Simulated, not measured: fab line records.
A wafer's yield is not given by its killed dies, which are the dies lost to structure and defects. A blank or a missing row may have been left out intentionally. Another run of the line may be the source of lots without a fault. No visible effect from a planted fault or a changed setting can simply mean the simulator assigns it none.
A single fault, viewed from 2 desks    flow sky130    each desk has only its own numbers; what lay behind them comes last

== AT THE TOOL OWNER'S DESK: litho track-03 ==
The tool's own readings at SKY_METAL5_COAT_09 (resist thk 1800 nm): means of the sampled wafers that have a number, for each lot that ran on this tool. A lot is out of limits, marked OUT, if its mean lies more than 4 standard deviations from the usual mean; the brackets give that distance.
Columns: A = spin speed rpm at SKY_METAL5_COAT_09, usual 3000.1 rpm
lot   first seen here  A
L576  day 45 10:14     3001.7
L587  day 47 17:47     2947.5 (-25) OUT
L589  day 48 03:38     2944.1 (-27) OUT
This desk's finding: out of limits on L587, L589; first on L587, day 47 17:47 (spin speed rpm at SKY_METAL5_COAT_09). Within limits: L576.

== METROLOGY DESK ==
What the gauges read for every lot (on any tool): the sampled wafers with a number, averaged. A lot is out of limits, marked OUT, if its mean lies more than 4 standard deviations from the usual mean; the brackets give that distance.
Columns: A = VIA4_W_RS at SKY_VIA4_RS_MEAS_19, usual 0.2245 ohm/sq; B = VIA4_W_THK at SKY_VIA4_THK_MEAS_20, usual 524 nm; C = METAL5_ALCU_RS at SKY_METAL5_RS_MEAS_05, usual 0.02722 ohm/sq; D = METAL5_ALCU_THK at SKY_METAL5_THK_MEAS_06, usual 1157 nm
lot   first seen here  A       B    C        D
L573  day 44 06:44     0.2272  519  0.02736  1149
L576  day 44 22:50     0.2240  525  0.02717  1162
L582  day 46 02:52     0.2222  528  0.02703  1172
L587  day 47 07:27     0.2248  520  0.02730  1155
L589  day 47 16:16     0.2223  532  0.02714  1152
L593  day 49 01:24     0.2264  516  0.02751  1145
This desk found nothing out of limits on any of the 6 lots.

== PUT TOGETHER ==
The tool owner's desk could have raised an alarm at day 47 17:47, on L587, L589.
The metrology desk saw nothing out of limits.
The metrology desk has L587, L589 on record, within its limits.
Every lot named ran SKY_METAL5_COAT_09 on litho track-03.

== WHAT WAS PUT IN BY THE SIMULATOR ==
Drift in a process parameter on litho track-03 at SKY_METAL5_COAT_09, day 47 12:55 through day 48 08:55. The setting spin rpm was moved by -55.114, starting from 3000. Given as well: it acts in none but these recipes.
Struck lots among those shown: L587, L589.
Each desk's first reading out of limits, in hours after the fault started: the tool owner's desk, 5.
